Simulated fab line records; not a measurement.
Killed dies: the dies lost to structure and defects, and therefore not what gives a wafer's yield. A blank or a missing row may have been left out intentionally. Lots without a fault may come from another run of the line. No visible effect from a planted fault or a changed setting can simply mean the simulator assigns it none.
The same fault as seen by 2 desks | flow sky130 | each desk has only its own numbers; what lay behind them comes last

== METROLOGY DESK ==
Lot by lot, what the gauges showed, no matter which tool ran the lot: averages of those sampled wafers that carry a number. Marked OUT: a lot whose mean sits more than 4 standard deviations from the usual mean, which makes it out of limits; the brackets give that distance.
Columns: A = NWELL_TW at SKY_NWELL_TW_MEAS_15, usual 1818; B = NWELL_01_OVL at SKY_NWELL_OVL_MEAS_23, usual -0.5 nm
lot  | first seen here | A    | B
L898 | day 5 15:46     | 1846 | 0.7
L899 | day 5 19:05     | 1851 | -0.9
L902 | day 6 11:59     | 1845 | -0.5
L914 | day 9 13:05     | 1860 | 0.4
L916 | day 9 22:11     | 1815 | -0.7
L917 | day 10 02:07    | 1791 | -1.5
Result from this desk: across the 6 lots, nothing is out of limits.

== FOR THE TOOL OWNER'S DESK: implanter-02 ==
The tool's own readings at SKY_NWELL_IMPLANT_24, given as means over the sampled wafers that have a number, one for each lot that went through this tool. Marked OUT: a lot whose mean sits more than 4 standard deviations from the usual mean, which makes it out of limits; the brackets give that distance.
Columns: A = dose_ions_cm2 at SKY_NWELL_IMPLANT_24, usual 9.202e+12; B = faraday_current_uA at SKY_NWELL_IMPLANT_24, usual 51.9
lot  | first seen here | A                           | B
L898 | day 6 09:22     | 9.205e+12                   | 51.2
L914 | day 10 11:16    | 1.023e+13 (+99 or more) OUT | 57.3 (+5.5) OUT
L916 | day 10 19:59    | 1.023e+13 (+99 or more) OUT | 57.7 (+6.0) OUT
This desk's finding: out of limits on L914, L916; first on L914, day 10 11:16 (dose_ions_cm2 at SKY_NWELL_IMPLANT_24). In limits: L898.

== TAKEN TOGETHER ==
The tool owner's desk had the chance to raise an alarm at day 10 11:16 on L914, L916.
The metrology desk saw nothing out of limits.
The metrology desk holds a record of L914, L916, inside its limits.
On implanter-02, each named lot ran SKY_NWELL_IMPLANT_24.

== WHAT WAS PUT IN BY THE SIMULATOR ==
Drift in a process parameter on implanter-02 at SKY_NWELL_IMPLANT_24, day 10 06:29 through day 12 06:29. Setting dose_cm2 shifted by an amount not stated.
Shown lots that were struck: L914, L916.
Delay in hours, fault start to first out-of-limits reading, by desk: the tool owner's desk at 5.
